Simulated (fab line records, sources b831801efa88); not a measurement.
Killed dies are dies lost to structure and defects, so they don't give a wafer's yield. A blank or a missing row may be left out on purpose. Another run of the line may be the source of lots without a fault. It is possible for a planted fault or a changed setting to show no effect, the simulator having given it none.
Which of the tools did it? -- flow gf180mcu -- 12 lots with 36 wafers sampled at 4 steps, on a route of 602 steps

WHAT THE GAUGES READ, wafer by wafer
GF_STI_THK_MEAS_04.
lot,measured,on,STI_CVD_03_THK (nm)
L813,day 1 15:53,film metro-02,206.6 205.5 205.8
L814,day 1 19:48,film metro-02,208.5 206.5 204.5
L816,day 2 08:02,film metro-02,206.6 206.1 205.0
L817,day 2 09:44,film metro-02,205.9 207.2 206.2
L818,day 2 14:45,film metro-04,206.9 207.6 205.6
L823,day 3 16:33,film metro-04,208.4 209.3 208.9
L827,day 4 12:34,film metro-02,211.4 209.6 208.9
L831,day 5 10:11,film metro-04,209.0 208.1 207.8
L832,day 5 13:34,film metro-01,211.2 209.7 210.1
L834,day 5 23:34,film metro-01,210.5 209.7 207.9
L835,day 6 04:33,film metro-02,207.7 208.5 208.4
L836,day 6 09:33,film metro-04,210.1 210.6 208.1

GF_STI_THK_MEAS_24.
lot,measured,on,STI_CVD_23_THK (nm)
L813,day 2 05:14,film metro-01,644 648 656
L814,day 2 10:11,film metro-01,662 657 664
L816,day 2 22:29,film metro-02,648 676 651
L817,day 3 00:16,film metro-02,643 644 649
L818,day 3 05:25,film metro-04,652 665 651
L823,day 4 07:31,film metro-02,639 652 642
L827,day 5 04:44,film metro-01,644 662 647
L831,day 6 01:44,film metro-04,644 643 639
L832,day 6 06:11,film metro-04,664 647 655
L834,day 6 17:07,film metro-04,639 644 637
L835,day 6 21:37,film metro-02,636 634 640
L836,day 7 01:58,film metro-02,648 653 656

WHICH TOOL RAN EACH LOT (tool, then ch and the chambers of the sampled wafers, then the start)
lot,GF_STI_ETCH_13,GF_STI_STRIP_15
L813,"rie diel-04 ch 0,1, day 2 03:18","plasma asher-03 ch 0, day 2 03:27"
L814,"rie diel-04 ch 0,3, day 2 07:45","plasma asher-04 ch 0,1, day 2 07:56"
L816,"rie diel-01 ch 1,2,3, day 2 20:20","plasma asher-03 ch 0,1, day 2 20:30"
L817,"rie diel-01 ch 0,2,3, day 2 22:14","plasma asher-01 ch 0,1, day 2 22:23"
L818,"rie diel-01 ch 1,2,3, day 3 03:23","plasma asher-03 ch 0,1, day 3 03:33"
L823,"rie diel-01 ch 1,2,3, day 4 05:38","plasma asher-03 ch 0,1, day 4 05:48"
L827,"rie diel-04 ch 1,2, day 5 02:50","plasma asher-03 ch 0,1, day 5 03:00"
L831,"rie diel-04 ch 0,1, day 5 23:44","plasma asher-03 ch 0,1, day 5 23:56"
L832,"rie diel-04 ch 0,3, day 6 04:17","plasma asher-04 ch 0,1, day 6 04:29"
L834,"rie diel-04 ch 0,3, day 6 14:38","plasma asher-03 ch 0,1, day 6 14:50"
L835,"rie diel-01 ch 1,2,3, day 6 19:44","plasma asher-04 ch 0,1, day 6 19:53"
L836,"rie diel-04 ch 1,2,3, day 7 00:05","plasma asher-04 ch 0,1, day 7 00:15"
- GF_STI_ETCH_13: etches the open film in CHF3/O2, stops on Si, target depth 282.31 nm, time 112.9 s.
- GF_STI_STRIP_15: strips in O2/N2.

AS READ BY THE TOOLS THEMSELVES (means over the sampled wafers that have a number; for cases with no such wafer, the mark the record gives instead)
GF_STI_ETCH_13.
lot,tool,drypump motor current A (A),oes product au (a.u.),run length s (s),throttle valve pct (%)
L813,rie diel-04,5.9,0.831,140.7,8.812
L814,rie diel-04,5.2,0.828,141.2,8.813
L816,rie diel-01,6.4,0.832,141.4,8.810
L817,rie diel-01,6.4,0.832,141.2,8.814
L818,rie diel-01,6.5,0.889,134.0,8.825
L823,rie diel-01,6.5,0.901,134.2,8.841
L827,rie diel-04,5.7,0.842,141.0,8.813
L831,rie diel-04,5.5,0.829,140.9,8.809
L832,rie diel-04,5.2,0.835,141.0,8.822
L834,rie diel-04,5.2,0.834,141.2,8.808
L835,rie diel-01,6.5,0.833,141.7,8.810
L836,rie diel-04,5.4,0.844,141.0,8.815

GF_STI_STRIP_15.
lot,tool,drypump motor current A (A),heater power w (W),oes product au (a.u.),strip time to endpoint s (s)
L813,plasma asher-03,5.0,415,0.387,3.76
L814,plasma asher-04,5.3,370,0.387,3.71
L816,plasma asher-03,5.2,359,0.385,3.77
L817,plasma asher-01,6.0,328,0.385,3.74
L818,plasma asher-03,5.3,362,0.392,3.90
L823,plasma asher-03,5.3,365,0.389,3.92
L827,plasma asher-03,5.1,389,0.385,3.74
L831,plasma asher-03,5.3,361,0.384,3.76
L832,plasma asher-04,5.3,369,0.380,3.68
L834,plasma asher-03,5.3,360,0.383,3.71
L835,plasma asher-04,5.1,346,0.386,3.79
L836,plasma asher-04,5.3,373,0.382,3.81

THE ANSWER, worked out from the rows above alone
Rule: usual is defined by the lots themselves. The widest of any qualifying gaps counts: lots, ordered by their means at a reading, are off when they make up no more than a third of the lots, leave a main group of 4 or more, and stand apart from it by 3 or more times the standard deviation of that group's means. A main group is skipped when, at the precision printed for the reading in the tables above, its means are all equal. Also off: a lot with no number at a reading for which 4 or more lots have one. Any other lot the step has rows for is counted as sound. After the gauges, taken in route order, come the tools' own readings; for these a lot's mean is taken, as printed above. At the first step where some lot is off, the reading lying furthest off is the one used; lots without a number count as furthest.
Off at GF_STI_ETCH_13 (run length s): L818, L823. For the main group the mean is 141.1 s and the standard deviation 0.26.
If a tool, at that step or one of the process steps before it, ran each lot that is off and ran no sound lot following the first of them, it fits. Not one of the candidates tried fits.

WHAT THE SIMULATOR HAD PUT IN
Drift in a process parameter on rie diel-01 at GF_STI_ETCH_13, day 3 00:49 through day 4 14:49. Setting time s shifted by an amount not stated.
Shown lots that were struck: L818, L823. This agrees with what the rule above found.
